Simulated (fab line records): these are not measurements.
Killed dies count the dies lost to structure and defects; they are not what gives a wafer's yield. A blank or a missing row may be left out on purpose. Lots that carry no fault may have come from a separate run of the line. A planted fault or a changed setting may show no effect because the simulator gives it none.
fab line records | flow sky130
[record] lots = 9 wafers = 27 lastDay = 50
route steps=708 shown VIA4@657 METAL5@663 PAD_OPEN@708
lots with no fault: from the same line, run without faults
startH: start of the lot's first displayed wafer, in hours after the record's first day | waitH: how many hours have passed since the lot's step before this one | " identical to the entry in the row above | L1.1+2: a single row standing in for several wafers | - value missing, or start not given | * or withheld: withheld | < > ~ a bound
route shown NAME@n: NAME is a module with steps in the file, n the number in the route of the first one | usual: mean/standard deviation taken from wafers without a fault | same: alike in all rows | chamber/n: place in a boat | sites: per-site readings | _std_site: the values' standard deviation | _edge_site: the outer-site mean with the inner-site mean subtracted | radiusMm: how far each site lies from the wafer's centre | mask NAME#n: copy n | behind: the most recent tool/chamber to have shaped the wafer | hold: the reason the lot was held/the length of the hold in hours/how it ended | device: the transistor (n, p or np) that didn't switch | end of line: the route-end tests of the same wafers | a step given without rows: its recipe and nothing more | killed: count of dies lost to structure and defects at first sort (not the wafer's yield) | map: per-die view of a wafer (x killed, . not killed, _ where there is no die)
set.NAME: the setting that was run; set.NAME@STEP: the one run at that earlier step | model.NAME: the simulator's own value behind a step, which no gauge read
a sample of lots followed through the steps of the route, with each step as a table and each wafer as a row
services: a tool's chamber out of use, with start hour (startH, from the record's first day; less than 0 if before it), hours out, and reason
[[steps]]
[step SKY_VIA4_CVD_18]
[recipe] material = W targetThkNm = 505 timeS = 152.14 tempC = 400 pressureTorr = 40
[usual] heaterPowerOuterW = 565/46 heaterPowerW = 914/65 susceptorTempC = 399.94/0.23
// columns lot.wafer tool chamber startH waitH heaterPowerOuterW heaterPowerW susceptorTempC
L417.1 cvdW-02 1 1006.27 0.0 583 911 400.25
L417.5 " 0 " " 495 792 399.65
L417.6 " 1 " " 590 947 400.26
L419.2 cvdW-02 0 1016.78 0.0 483 815 400.25
L419.3 " 1 " " 576 932 400.16
L419.4 " 0 " " 489 805 400.08
L425.3 cvdW-02 1 1059.53 0.1 598 912 400.06
L425.4 " 0 " " 346 596 351.27
L425.6 " 0 " " 344 596 351.62
L426.1 cvdW-02 0 1064.00 0.0 350 586 351.98
L426.2 " 1 " " 592 965 399.73
L426.6 " 1 " " 592 957 399.78
L427.1 cvdW-02 0 1068.45 0.0 342 583 351.20
L427.3 " 0 " " 341 586 351.40
L427.6 " 1 " " 599 956 399.95
L434.1 cvdW-02 1 1132.76 0.0 580 952 399.76
L434.3 " 1 " " 604 951 400.04
L434.5 " 1 " " 588 944 399.58
L436.1 cvdW-01 1 1136.96 0.0 614 960 399.46
L436.3 " 1 " " 594 975 399.95
L436.5 " 0 " " 609 945 400.11
L439.3 cvdW-02 0 1138.95 0.1 497 816 399.75
L439.4 " 1 " " 588 927 400.09
L439.5 " 1 " " 608 945 400.08
L440.1 cvdW-01 0 1140.98 0.0 596 968 399.90
L440.4 " 1 " " 591 976 400.41
L440.5 " 1 " " 580 970 399.81
[step SKY_VIA4_RS_MEAS_19]
[recipe] thkMeasGauge = four-point-probe reads = W_of_VIA4_CVD_18+TiN_of_VIA4_SPUTTER_17
[usual] VIA4_W_RS = 0.2271/0.0025
// columns lot.wafer tool chamber startH waitH hold VIA4_W_RS[ohm/sq]
L417.1 filmMetro-03 - 1006.42 0.1 - 0.2316
L417.5 " - " " - 0.2299
L417.6 " - " " - 0.2283
L419.2 filmMetro-03 - 1016.95 0.1 - 0.2266
L419.3 " - " " - 0.2279
L419.4 " - " " - 0.2250
L425.3 filmMetro-04 - 1059.67 0.1 awaitDispo/0.2h/release 0.2242
L425.4 " - " " awaitDispo/0.2h/release 0.5686
L425.6 " - " " awaitDispo/0.2h/release 0.5528
L425.3 filmMetro-04 - 1060.77 1.1 - 0.2243
L425.4 " - " " - 0.5673
L425.6 " - " " - 0.5521
L426.1 filmMetro-03 - 1064.16 0.1 awaitDispo/0.2h/release 0.5673
L426.2 " - " " awaitDispo/0.2h/release 0.2245
L426.6 " - " " awaitDispo/0.2h/release 0.2259
L426.1 filmMetro-03 - 1064.44 0.3 - 0.5668
L426.2 " - " " - 0.2243
L426.6 " - " " - 0.2261
L427.1 filmMetro-03 - 1068.60 0.1 awaitDispo/0.2h/release 0.5822
L427.3 " - " " awaitDispo/0.2h/release 0.5873
L427.6 " - " " awaitDispo/0.2h/release 0.2310
L427.1 filmMetro-03 - 1068.89 0.3 - 0.5836
L427.3 " - " " - 0.5882
L427.6 " - " " - 0.2313
L434.1 filmMetro-04 - 1132.92 0.1 - 0.2261
L434.3 " - " " - 0.2268
L434.5 " - " " - 0.2256
L436.1 filmMetro-04 - 1137.11 0.1 - 0.2266
L436.3 " - " " - 0.2288
L436.5 " - " " - 0.2324
L439.3 filmMetro-03 - 1139.10 0.1 - 0.2275
L439.4 " - " " - 0.2293
L439.5 " - " " - 0.2285
L440.1 filmMetro-03 - 1141.13 0.1 - 0.2263
L440.4 " - " " - 0.2249
L440.5 " - " " - 0.2215
[step SKY_VIA4_THK_MEAS_20]
[recipe] thkMeasGauge = xrf reads = W_of_VIA4_CVD_18
[usual] VIA4_W_THK = 499/7.1
// columns lot.wafer tool chamber startH waitH hold VIA4_W_THK[nm]
L417.1 filmMetro-03 - 1006.54 0.1 - 489
L417.5 " - " " - 492
L417.6 " - " " - 499
L419.2 filmMetro-03 - 1017.06 0.1 - 496
L419.3 " - " " - 497
L419.4 " - " " - 500
L425.3 filmMetro-04 - 1062.69 1.9 awaitDispo/0.2h/release 507
L425.4 " - " " awaitDispo/0.2h/release 204
L425.6 " - " " awaitDispo/0.2h/release 210
L425.3 filmMetro-04 - 1062.92 0.2 - 507
L425.4 " - " " - 203
L425.6 " - " " - 210
L426.1 filmMetro-03 - 1068.72 4.3 awaitDispo/0.2h/release 202
L426.2 " - " " awaitDispo/0.2h/release 503
L426.6 " - " " awaitDispo/0.2h/release 499
L426.1 filmMetro-03 - 1068.95 0.2 - 201
L426.2 " - " " - 505
L426.6 " - " " - 498
L427.1 filmMetro-03 - 1073.74 4.8 awaitDispo/0.2h/release 197
L427.3 " - " " awaitDispo/0.2h/release 195
L427.6 " - " " awaitDispo/0.2h/release 489
L427.1 filmMetro-03 - 1074.05 0.3 - 196
L427.3 " - " " - 195
L427.6 " - " " - 491
L434.1 filmMetro-04 - 1133.04 0.1 - 505
L434.3 " - " " - 500
L434.5 " - " " - 506
L436.1 filmMetro-04 - 1137.23 0.1 - 501
L436.3 " - " " - 497
L436.5 " - " " - 492
L439.3 filmMetro-03 - 1139.20 0.1 - 490
L439.4 " - " " - 491
L439.5 " - " " - 493
L440.1 filmMetro-03 - 1141.25 0.1 - 496
L440.4 " - " " - 502
L440.5 " - " " - 507
[step SKY_VIA4_CMP_21]
[recipe] stopOn = SiO2 tOverpolishS = 25 downForcePsi = 3.5 platenRpm = 60 targetThkNm = 0 padVelocityMS = 0.94248
[usual] motorCurrentA = 11.5/1.4 slurryFilterDpKPa = 13.50/0.13 timeToEndpointS = 119/3.5
// columns lot.wafer tool chamber startH waitH hold motorCurrentA slurryFilterDpKPa timeToEndpointS
L417.1 cmp-02 1 1006.75 0.2 - 9.8 13.58 118
L417.6 " 2 " " - 9.3 13.59 120
L417.5 " 3 " " - 9.9 13.36 115
L419.4 cmp-01 3 1017.11 0.0 - 13.4 13.44 123
L419.2 " 1 " " - 12.2 13.63 119
L419.3 " 2 " " - 11.7 13.43 124
L426.1 cmp-02 2 1071.00 2.0 awaitDispo/1.8h/release 9.3 13.68 49
L426.2 " 3 " " awaitDispo/1.8h/release 9.9 13.39 117
L426.6 " 1 " " awaitDispo/1.8h/release 10.1 13.55 119
L425.4 cmp-01 3 1072.98 10.0 awaitDispo/4.4h/release 12.7 13.56 49
L425.3 " 1 " " awaitDispo/4.4h/release 11.6 13.50 121
L425.6 " 3 " " awaitDispo/4.4h/release 13.3 13.52 51
L427.1 cmp-02 0 1075.75 1.7 awaitDispo/1.5h/release 13.6 13.42 43
L427.3 " 3 " " awaitDispo/1.5h/release 10.3 13.69 45
L427.6 " 0 " " awaitDispo/1.5h/release 12.1 13.44 113
L434.3 cmp-02 3 1133.20 0.1 - 9.8 13.48 119
L434.1 " 0 " " - 12.8 13.46 113
L434.5 " 1 " " - 9.4 13.50 116
L436.3 cmp-01 2 1137.29 0.0 - 10.9 13.19 125
L436.1 " 3 " " - 12.8 13.37 125
L436.5 " 2 " " - 11.5 13.46 121
L439.4 cmp-01 1 1139.56 0.3 - 12.0 13.56 115
L439.3 " 3 " " - 13.0 13.40 121
L439.5 " 0 " " - 11.6 13.40 119
L440.4 cmp-02 2 1141.31 0.0 - 9.6 13.59 121
L440.1 " 1 " " - 9.5 13.46 116
L440.5 " 2 " " - 8.9 13.55 123
[step SKY_METAL5_SPUTTER_02]
[recipe] material = AlCu targetThkNm = 1150 powerW = 10600 timeS = 61.2 chamberPressurePa = 0.4
[usual] cathodeDcPowerW = 10600/2.1 throttleValvePct = 30.0/1.5
// columns lot.wafer tool chamber startH waitH cathodeDcPowerW throttleValvePct
L417.1 pvdSputter-01 - 1006.95 0.0 10601 28.9
L417.5 " - " " 10598 30.9
L417.6 " - " " 10602 28.6
L419.2 pvdSputter-01 - 1017.46 0.0 10600 31.0
L419.3 " - " " 10602 29.1
L419.4 " - " " 10602 28.0
L426.1 pvdSputter-04 - 1071.25 0.0 10597 30.2
L426.2 " - " " 10597 32.5
L426.6 " - " " 10602 31.8
L425.3 pvdSputter-03 - 1073.32 0.0 10604 29.7
L425.4 " - " " 10601 29.4
L425.6 " - " " 10599 28.1
L427.1 pvdSputter-03 - 1076.10 0.0 10601 31.1
L427.3 " - " " 10601 32.5
L427.6 " - " " 10597 32.6
L434.1 pvdSputter-03 - 1133.44 0.0 10598 30.8
L434.3 " - " " 10602 32.6
L434.5 " - " " 10601 29.8
L436.1 pvdSputter-04 - 1137.64 0.0 10599 28.2
L436.3 " - " " 10601 30.2
L436.5 " - " " 10596 30.6
L439.3 pvdSputter-03 - 1139.86 0.0 10599 29.6
L439.4 " - " " 10602 29.5
L439.5 " - " " 10602 32.4
L440.1 pvdSputter-04 - 1141.66 0.0 10601 28.2
L440.4 " - " " 10600 30.7
L440.5 " - " " 10602 28.3
[step SKY_METAL5_RS_MEAS_05]
[recipe] thkMeasGauge = four-point-probe reads = TiN_of_METAL5_SPUTTER_04+Ti_of_METAL5_SPUTTER_03+AlCu_of_METAL5_SPUTTER_02+TiN_of_METAL5_SPUTTER_01+Ti_of_METAL5_SPUTTER_00
[usual] METAL5_ALCU_RS = 0.027/0.00028
// columns lot.wafer tool chamber startH waitH METAL5_ALCU_RS[ohm/sq]
L417.1 filmMetro-02 - 1007.07 0.0 0.0269
L417.5 " - " " 0.02714
L417.6 " - " " 0.02712
L419.2 filmMetro-01 - 1017.60 0.0 0.02715
L419.3 " - " " 0.02692
L419.4 " - " " 0.02718
L426.1 filmMetro-04 - 1071.37 0.0 0.02747
L426.2 " - " " 0.02735
L426.6 " - " " 0.02704
L425.3 filmMetro-01 - 1073.56 0.1 0.02694
L425.4 " - " " 0.02721
L425.6 " - " " 0.02658
L427.1 filmMetro-02 - 1076.27 0.1 0.02674
L427.3 " - " " 0.02665
L427.6 " - " " 0.02641
L434.1 filmMetro-02 - 1133.56 0.0 0.02709
L434.3 " - " " 0.02687
L434.5 " - " " 0.02706
L436.1 filmMetro-01 - 1137.76 0.0 0.02685
L436.3 " - " " 0.02663
L436.5 " - " " 0.02669
L439.3 filmMetro-01 - 1140.02 0.1 0.02748
L439.4 " - " " 0.02736
L439.5 " - " " 0.02692
L440.1 filmMetro-02 - 1141.78 0.0 0.02717
L440.4 " - " " 0.02699
L440.5 " - " " 0.02735
[step SKY_METAL5_METAL_ETCH_15]
[recipe] targetDepthA = 12600 stopOn = SiO2 overEtchFrac = 0.2 timeS = 252 chemistry = Cl2/BCl3 resistSidewallDeg = 86 pressureMtorr = 10 icpW = 900 biasW = 48.5 Cl2_flow_sccm = 60 bcl3FlowSccm = 30
[usual] biasW = 48.51/0.16 drypumpMotorCurrentA = 5.4/0.46 oesProductAu = 0.894/0.005 rfFwdPowerW = 897.8/2.7 throttleValvePct = 22.265/0.0089
// columns lot.wafer tool chamber startH waitH biasW drypumpMotorCurrentA oesProductAu rfFwdPowerW rfHoursCounterH throttleValvePct
L417.1 rieMetal-03 0 1029.66 0.0 48.46 5.6 0.896 898.7 7 22.259
L417.5 " 1 " " 48.77 4.7 0.889 902.2 - 22.276
L417.6 " 0 " " 48.77 5.6 0.898 898.9 - 22.255
L419.2 rieMetal-01 0 1039.55 0.0 48.57 5.9 0.897 896.0 16 22.257
L419.3 " 1 " " 48.36 5.3 0.894 901.3 - 22.262
L419.4 " 0 " " 48.51 5.9 0.887 899.1 - 22.271
L425.3 rieMetal-03 0 1080.54 0.1 48.33 5.6 0.899 901.4 - 22.253
L425.4 " 1 " " 48.64 4.7 0.884 893.0 - 22.267
L425.6 " 0 " " 48.41 5.6 0.893 900.2 - 22.255
L426.1 rieMetal-03 1 1084.78 0.0 48.87 4.7 0.901 895.6 17 22.273
L426.2 " 0 " " 48.16 5.7 0.906 899.2 10 22.248
L426.6 " 0 " " 48.40 5.6 0.890 900.8 - 22.271
L427.1 rieMetal-01 0 1090.66 0.0 48.46 5.9 0.891 896.4 20 22.268
L427.3 " 1 " " 48.74 5.3 0.892 900.7 - 22.274
L427.6 " 0 " " 48.60 5.9 0.896 899.4 - 22.260
L434.1 rieMetal-03 1 1151.46 0.0 48.54 4.7 0.898 900.6 21 22.268
L434.3 " 1 " " 48.40 4.7 0.894 900.9 - 22.266
L434.5 " 1 " " 48.38 4.7 0.889 900.3 - 22.273
L436.1 rieMetal-01 0 1155.76 0.0 48.45 5.9 0.895 900.5 25 22.285
L436.3 " 1 " " 48.54 5.4 0.899 894.4 - 22.260
L436.5 " 1 " " 48.50 5.3 0.892 898.3 - 22.254
L439.3 rieMetal-01 0 1157.91 0.1 48.36 6.0 0.902 896.9 - 22.264
L439.4 " 1 " " 48.38 5.3 0.893 892.1 - 22.252
L439.5 " 0 " " 48.51 5.9 0.902 896.8 - 22.248
L440.1 rieMetal-01 0 1158.85 0.0 48.60 5.9 0.892 899.6 25 22.269
L440.4 " 0 " " 48.79 5.9 0.898 900.1 - 22.267
L440.5 " 1 " " 48.50 5.3 0.898 892.5 - 22.249
[step SKY_PAD_OPEN_PROBE_99]
[usual] defectLimitedYield = 82.6/1.8 killed_at_M0_to_M3 = 44/6.3 killed_at_M4_up = 2.8/1.7 killedAtContacts = 25/5.8 killedAtFrontEnd = 14/4.4 killedAtOther = 0.3/0.49 killedDies = 86/8.7 killedOpen = 48/5.8 killedShort = 38/6 sort_bin_3_pad_short = 0.8/0.39 sort_bin_5_function = 10.4/1.4 sort_bin_6_memory = 6.2/1.1 sortNPass = 406/8.7 sortYieldPct = 82.6/1.8
[same] grossDies = 492 killedAtBackSide = 0 sort_bin_4_leakage[%] = 0 sort_bin_8_speed[%] = 0
// columns lot.wafer tool chamber startH waitH defectLimitedYield[%] killed_at_M0_to_M3 killed_at_M4_up killedAtContacts killedAtFrontEnd killedAtOther killedDies killedOpen killedShort sort_bin_3_pad_short[%] sort_bin_5_function[%] sort_bin_6_memory[%] sortNPass sortYieldPct[%]
L427.1 prober-02 - 1132.06 0.1 83.5 42 3 23 12 1 81 43 38 0.8 10.8 4.9 411 83.5
L427.3 prober-02 - 1132.16 0.2 81.5 49 3 24 14 1 91 52 39 0.6 12.0 5.9 401 81.5
L427.6 prober-02 - 1132.31 0.2 84.1 38 2 22 16 0 78 42 36 0.8 8.3 6.7 414 84.1
L436.1 prober-02 - 1192.77 0.1 81.7 46 5 27 12 0 90 47 43 0.8 11.4 6.1 402 81.7
L436.3 prober-02 - 1192.87 0.2 80.9 59 3 20 9 3 94 49 45 1.6 10.6 6.9 398 80.9
L436.5 prober-02 - 1192.97 0.2 81.5 49 1 21 20 0 91 49 42 1.2 11.2 6.1 401 81.5
L439.3 prober-01 - 1195.25 0.2 85.4 40 2 21 9 0 72 39 33 1.2 9.3 4.1 420 85.4
L439.4 prober-01 - 1195.30 0.2 83.3 43 5 19 15 0 82 45 37 0.6 8.9 7.1 410 83.3
L439.5 prober-01 - 1195.35 0.2 82.9 34 3 29 18 0 84 48 36 0.2 11.0 5.9 408 82.9
// killed by level:class
L427.1 VIA1:geometricParticle:open=15 CONTACT:geometricParticle:open=7 METAL2:geometricParticle:short=6 VIA2:geometricParticle:open=6 LI_CONTACT:geometricParticle:open=5 LOCAL_INTERCONNECT:geometricParticle:short=5 VIA1:geometricParticle:short=5 LI_CONTACT:geometricParticle:short=4
L427.3 VIA1:geometricParticle:open=12 CONTACT:geometricParticle:open=11 VIA1:geometricParticle:short=7 LI_CONTACT:geometricParticle:open=6 METAL3:geometricParticle:short=6 METAL2:geometricParticle:short=6 POLY_GATE:geometricParticle:open=4 VIA3:geometricParticle:open=4
L427.6 CONTACT:geometricParticle:open=9 VIA2:geometricParticle:open=7 VIA1:geometricParticle:open=6 METAL2:geometricParticle:short=6 POLY_GATE:geometricParticle:short=5 LI_CONTACT:geometricParticle:open=5 VIA1:geometricParticle:short=5 METAL1:geometricParticle:short=4
L436.1 CONTACT:geometricParticle:open=9 VIA2:geometricParticle:open=9 VIA1:geometricParticle:open=8 LOCAL_INTERCONNECT:geometricParticle:short=7 METAL1:geometricParticle:short=6 LI_CONTACT:geometricParticle:open=6 FIELD_ISO:geometricParticle:open=5 POLY_GATE:geometricParticle:short=5
L436.3 VIA1:geometricParticle:open=13 METAL1:geometricParticle:short=8 VIA2:geometricParticle:open=8 VIA3:geometricParticle:open=8 VIA1:geometricParticle:short=6 CONTACT:geometricParticle:open=5 METAL2:geometricParticle:short=5 POLY_GATE:geometricParticle:short=4
L436.5 VIA3:geometricParticle:open=10 FIELD_ISO:geometricParticle:open=7 LI_CONTACT:geometricParticle:open=7 VIA1:geometricParticle:open=7 FIELD_ISO:geometricParticle:short=6 VIA2:geometricParticle:open=6 VIA1:geometricParticle:short=6 CONTACT:geometricParticle:short=5
L439.3 VIA1:geometricParticle:open=11 LI_CONTACT:geometricParticle:open=8 CONTACT:geometricParticle:open=7 VIA3:geometricParticle:open=6 POLY_GATE:geometricParticle:short=5 METAL1:geometricParticle:short=5 METAL2:geometricParticle:short=5 VIA2:geometricParticle:open=4
L439.4 VIA1:geometricParticle:open=15 CONTACT:geometricParticle:short=6 VIA3:geometricParticle:open=6 POLY_GATE:geometricParticle:open=5 VIA1:geometricParticle:short=5 LI_CONTACT:geometricParticle:open=4 VIA2:geometricParticle:open=4 VIA3:geometricParticle:short=4
L439.5 CONTACT:geometricParticle:open=9 LI_CONTACT:geometricParticle:open=8 VIA1:geometricParticle:open=7 VIA3:geometricParticle:open=7 FIELD_ISO:geometricParticle:open=5 LOCAL_INTERCONNECT:geometricParticle:short=5 CONTACT:geometricParticle:short=5 VIA2:geometricParticle:open=5
[[services]]
// columns tool chamber startH hours kind
cvdW-01 0 1002.91 1.6 repair
cmp-02 - 1039.62 4.8 pm
cmp-01 - 1041.08 0.5 repair
cvdW-01 - 1045.97 6.0 pm
pvdSputter-03 1 1050.81 - consumableReplace:kit
pvdSputter-03 1 1050.81 18.0 scheduledDown
pvdSputter-03 1 1050.81 18.0 ventCycle
pvdSputter-01 - 1058.65 6.3 repair
cvdW-01 1 1083.79 5.3 repair
cmp-02 - 1084.00 4.0 pm
cmp-02 - 1088.00 - consumableReplace:conditioner
cmp-02 - 1088.00 - consumableReplace:pad
cmp-01 - 1096.29 3.4 repair
cmp-02 - 1097.45 2.8 repair
pvdSputter-04 - 1105.32 18.1 repair
rieMetal-01 - 1110.00 2.4 repair
rieMetal-03 1 1117.64 15.2 repair
pvdSputter-04 - 1120.03 2.3 repair
pvdSputter-03 0 1138.21 - consumableReplace:kit
pvdSputter-03 0 1138.21 18.0 scheduledDown
pvdSputter-03 0 1138.21 18.0 ventCycle
cmp-02 - 1148.46 5.7 repair
rieMetal-03 1 1156.06 17.8 repair
rieMetal-01 - 1158.43 0.3 repair
[[key]]
[firstSign] step = SKY_VIA4_CVD_18 reading = susceptorTempC direction = down sigmas = 99+ usual = * struck = *
[effect] step = SKY_VIA4_CVD_18 reading = heaterPowerW direction = down sigmas = 5 usual = * struck = *
[effect] step = SKY_VIA4_RS_MEAS_19 reading = visit direction = added
[effect] step = SKY_VIA4_RS_MEAS_19 reading = VIA4_W_RS direction = up sigmas = 99+ usual = 0.2271 struck = 0.5716
[effect] step = SKY_VIA4_THK_MEAS_20 reading = visit direction = added
[effect] step = SKY_VIA4_THK_MEAS_20 reading = VIA4_W_THK direction = down sigmas = 42 usual = 499 struck = 202
[effect] step = SKY_VIA4_CMP_21 reading = timeToEndpointS direction = down sigmas = 20 usual = * struck = *
metAt SKY_VIA4_CVD_18
struckLots L425,L426,L427
struckWafers L425.4,L425.6,L426.1,L427.1,L427.3
notActingAt SKY_METAL5_SPUTTER_02,SKY_METAL5_RS_MEAS_05,SKY_METAL5_METAL_ETCH_15
onsetBetween 1016.78 1059.53
[fault] kind = processParameterDrift tool = cvdW-02 chamber = 0 onsetH = 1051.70 steps = SKY_VIA4_CVD_18 channel = tempC offset = * shape = step endH = 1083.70 actsIn = * stated = *
